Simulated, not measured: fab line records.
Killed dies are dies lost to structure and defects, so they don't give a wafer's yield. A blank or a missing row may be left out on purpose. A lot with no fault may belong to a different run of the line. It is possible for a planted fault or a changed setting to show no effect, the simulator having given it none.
Which of the tools did it? | flow sky130 | route of 708 steps, sampled at 1 step: 11 lots, 33 wafers

== WHAT THE GAUGES SHOWED, per wafer ==
SKY_VIA3_OVL_MEAS_13.
lot  | measured     | on         | VIA3_OVL (nm)
L158 | day 39 15:25 | overlay-02 | 3 4 -2
L159 | day 40 07:10 | overlay-02 | -3 2 2
L160 | day 40 12:07 | overlay-02 | 9 4 1
L161 | day 40 16:19 | overlay-01 | 7 12 16
L165 | day 41 14:58 | overlay-01 | 3 7 1
L170 | day 42 23:22 | overlay-01 | 7 6 10
L176 | day 44 16:42 | overlay-02 | -1 3 4
L177 | day 44 19:28 | overlay-01 | 10 14 9
L179 | day 45 14:16 | overlay-01 | 10 -1 3
L180 | day 45 16:19 | overlay-01 | 7 8 1
L181 | day 46 00:45 | overlay-01 | 7 10 -2

== WHICH TOOL RAN EACH LOT (tool, then ch and the chambers of the sampled wafers, then the start) ==
There is no process step in the record ahead of these readings.

== WHAT THE TOOLS THEMSELVES READ (means of the sampled wafers that have a number; where no wafer has one, the mark that the record gives instead) ==
The record holds no such reading with a usual standard deviation.

== THE ANSWER, worked out from the rows above alone ==
Rule: the lots themselves supply what counts as usual. The widest of any qualifying gaps counts: lots, ordered by their means at a reading, are off when they make up no more than a third of the lots, leave a main group of 4 or more, and stand apart from it by 3 or more times the standard deviation of that group's means. The tables above print the reading to a certain number of digits; a main group whose means all agree to those digits is not used. Also off: a lot with no number at a reading for which 4 or more lots have one. Any other lot the step has rows for is counted as sound. After the gauges, taken in route order, come the tools' own readings; for these a lot's mean is taken, as printed above. The first step at which some lot is off is used, and at that step the reading that is off furthest; a lot without a number counts as furthest.
Across all readings shown, no lot is off: no conclusion can be drawn from this.

== WHAT WAS PUT IN BY THE SIMULATOR ==
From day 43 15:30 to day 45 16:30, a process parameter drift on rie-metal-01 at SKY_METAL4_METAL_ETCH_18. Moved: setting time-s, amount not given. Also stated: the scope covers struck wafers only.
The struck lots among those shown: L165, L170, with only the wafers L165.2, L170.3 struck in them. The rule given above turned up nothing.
